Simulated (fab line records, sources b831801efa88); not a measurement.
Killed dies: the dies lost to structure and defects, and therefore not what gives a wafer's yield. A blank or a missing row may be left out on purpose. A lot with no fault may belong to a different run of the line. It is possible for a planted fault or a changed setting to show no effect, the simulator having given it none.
Struck lot and sound lot, side by side | flow sky130 | 44 steps out of a route of 708
Sound: the wafers L688.2, L688.3, L688.5. Wafers L703.1, L703.4, L703.5 were the ones struck. The cause is named last.
Per side, at each step with rows, come the tool, then ch with its chambers, and then its first start. Under that, the readings that differ: sound wafers | struck wafers | difference of the means | sigmas: that difference in standard deviations of wafers without a fault.
alike: words and numbers the same on both sides, and readings whose means are apart by under 2 such deviations; not compared: readings that were withheld, readings missing a value for some wafer, numbers with overlapping values and no deviation given by the record, and bounds like >300 which may hide the same value.
Wherever a step has rows on one side only, a row that says differs or no value, or a row with sigmas, the two part there. Numbers that don't overlap but have no deviation are shown without sigmas and don't part them. A reading missing from all wafers of one side parts the sides only when that side holds two or more wafers.

first, 1 step without rows for these wafers: SKY_VIA3_ETCH_15 (etches SiO2 in C4F8/O2/Ar, stops on TiN, target depth 507 nm, time 78 s).
SKY_VIA3_STRIP_16: strips in O2/N2.
  sound on plasma-asher-01 ch 0,1, day 39 14:12; struck on plasma-asher-01 ch 0,1, day 45 00:37
  alike: chamber-pressure-mTorr, drypump-motor-current-A, oes-product-au, strip-time-to-endpoint-s
  not compared: rf-hours-counter-h
then, 5 steps without rows for these wafers: SKY_VIA3_STRIP_17 (strips in post etch residue remover, time 1200 s); SKY_VIA3_CLEAN_18 (cleans in IPA, time 180 s); SKY_VIA3_CLEAN_19 (cleans in O3/DIW); SKY_VIA3_SPUTTER_20 (material TiN, target thk 20 nm, time 80 s); SKY_VIA3_CVD_21 (deposits W, target thk 390 nm, time 117.31 s).
SKY_VIA3_RS_MEAS_22: measurement is done with a four-point probe.
  struck on film-metro-01, day 45 01:28; sound on film-metro-03, day 39 15:02
  alike: VIA3_W_RS
SKY_VIA3_THK_MEAS_23: measures by xrf.
  struck on film-metro-01, day 45 01:35; sound on film-metro-03, day 39 15:09
  alike: VIA3_W_THK
SKY_VIA3_CMP_24: polishes, stops on SiO2, t overpolish 20 s, target thk 0 nm.
  sound on cmp-02 ch 0,1,3, day 39 15:18; struck on cmp-02 ch 0,1,3, day 45 01:38
  alike: motor-current-A, overpolish-run-s, time-to-endpoint-s
SKY_METAL4_SPUTTER_00: material Ti, target thk 15 nm, time 10 s.
  struck on pvd-sputter-01, day 45 01:56; sound on pvd-sputter-04, day 39 15:30
  alike: throttle-valve-pct
then, 1 step without rows for these wafers: SKY_METAL4_SPUTTER_01 (material TiN, target thk 20 nm, time 16.7 s).
SKY_METAL4_SPUTTER_02: material AlCu, target thk 735 nm, time 39.1 s.
  struck on pvd-sputter-01, day 45 01:59; sound on pvd-sputter-04, day 39 15:33
  reading                                     | sound           | struck            | difference | sigmas
  model.AlCu_of_METAL4_SPUTTER_02.thk-nm (nm) | 713 720.7 714.8 | 803.9 813.8 805.8 | +91.7      |
  alike: throttle-valve-pct
then, 2 steps without rows for these wafers: SKY_METAL4_SPUTTER_03 (material Ti, target thk 5 nm, time 3.3 s); SKY_METAL4_SPUTTER_04 (material TiN, target thk 70 nm, time 58.3 s).
SKY_CAP2M_CVD_00: deposits SiO2, target thk 15.5 nm.
  sound on pecvd-02 ch 0,2, day 39 15:39; struck on pecvd-02 ch 0,1, day 45 02:05
  alike: heater-power-outer-w, heater-power-w
SKY_CAP2M_THK_MEAS_01:
  struck on film-metro-01, day 45 02:07; sound on film-metro-02, day 39 15:41
  alike: CAP2M_CVD_00_THK
then, 1 step without rows for these wafers: SKY_CAP2M_SPUTTER_02 (material TiN, target thk 200 nm, time 166.7 s).
SKY_CAP2M_RS_MEAS_03: measurement is done with a four-point probe.
  struck on film-metro-01, day 45 02:17; sound on film-metro-02, day 39 15:52
  alike: CAP2M_TIN_RS
SKY_CAP2M_THK_MEAS_04: measures by xrf.
  struck on film-metro-01, day 45 02:24; sound on film-metro-02, day 39 15:58
  alike: CAP2M_TIN_THK
then, 7 steps without rows for these wafers: SKY_CAP2M_DEHYDRATE_05 (time 60 s); SKY_CAP2M_HMDS_06 (prime time 60 s); SKY_CAP2M_COAT_07 (resist thk 1140 nm); SKY_CAP2M_SOFTBAKE_08 (time 60 s); SKY_CAP2M_EXPOSE_09 (exposes mask CAP2M, target cd 1000 nm); SKY_CAP2M_PEB_10; SKY_CAP2M_DEVELOP_11 (develop time 60 s).
SKY_CAP2M_OVL_MEAS_12:
  struck on overlay-01, day 45 22:18; sound on overlay-01, day 40 15:46
  reading        | sound       | struck        | difference | sigmas
  CAP2M_OVL (nm) | 2.6 4.0 2.9 | -0.5 1.1 -0.7 | -3.2       | -2
SKY_CAP2M_METAL_ETCH_13: etches TiN in Cl2/BCl3, stops on SiO2, target depth 220 nm, time 62.9 s.
  sound on rie-metal-03 ch 0,1, day 40 15:47; struck on rie-metal-03 ch 0,1, day 45 22:20
  alike: bias-w, chamber-pressure-mTorr, drypump-motor-current-A, oes-product-au, throttle-valve-pct
  not compared: rf-hours-counter-h
then, 12 steps without rows for these wafers: SKY_CAP2M_STRIP_14 (strips in O2/N2); SKY_CAP2M_STRIP_15 (strips in post etch residue remover, time 1200 s); SKY_CAP2M_CLEAN_16 (cleans in IPA, time 180 s); SKY_CAP2M_CLEAN_17 (cleans in O3/DIW); SKY_METAL4_DEHYDRATE_05 (time 60 s); SKY_METAL4_HMDS_06 (prime time 60 s); SKY_METAL4_COAT_07 (resist thk 60 nm); SKY_METAL4_COAT_08 (resist thk 1140 nm); SKY_METAL4_SOFTBAKE_09 (time 90 s); SKY_METAL4_EXPOSE_10 (exposes mask MM4, target cd 300 nm); SKY_METAL4_PEB_11; SKY_METAL4_DEVELOP_12 (develop time 60 s).
SKY_METAL4_CD_MEAS_13 targets a cd of 300 nm.
  struck on cd-sem-01, day 46 19:39; sound on cd-sem-02, day 41 16:40
  alike: cd-nm
SKY_METAL4_METAL_ETCH_18: etches the open film in Cl2/BCl3, stops on SiO2, target depth 845 nm, time 183.1 s.
  sound on rie-metal-01 ch 0,1, day 41 16:57; struck on rie-metal-03 ch 1, day 46 19:58
  reading               | sound             | struck            | difference | sigmas
  oes-product-au (a.u.) | 0.848 0.860 0.853 | 0.901 0.905 0.903 | +0.049     | +7
  alike: bias-w, chamber-pressure-mTorr, drypump-motor-current-A, throttle-valve-pct
  not compared: rf-hours-counter-h
-- the record jumps here: 3 days lie between the struck wafers' starts before and after (it left off in module METAL4 and takes up again in module PAD_OPEN, whose first step shown is number 708 of the route) --
SKY_PAD_OPEN_PROBE_99:
  struck on prober-01, day 50 05:58; sound on prober-02, day 45 16:50
  reading                      | sound                   | struck                  | difference | sigmas
  killed-short                 | 46 47 45                | 29 22 35                | -17        | -2
  model.etest.met4.line-ohm-um | 0.1464 0.1438 0.1462    | 0.1335 0.1293 0.1325    | -0.0137    |
  model.etest.met4.rs-ohm-sq   | 0.04397 0.04369 0.04376 | 0.03892 0.03822 0.03871 | -0.00519   |
  alike: defect-limited-yield, killed_at_M0_to_M3, killed_at_M4_up, killed-at-contacts, killed-at-front-end, killed-at-other, killed-dies, killed-open, sort_bin_3_pad_short, sort_bin_5_function, sort_bin_6_memory, sort-n-pass, sort-yield-pct

## WHERE THEY PART
Earliest at SKY_CAP2M_OVL_MEAS_12; latest, in this record, at SKY_PAD_OPEN_PROBE_99.

WHY: what the simulator had put in
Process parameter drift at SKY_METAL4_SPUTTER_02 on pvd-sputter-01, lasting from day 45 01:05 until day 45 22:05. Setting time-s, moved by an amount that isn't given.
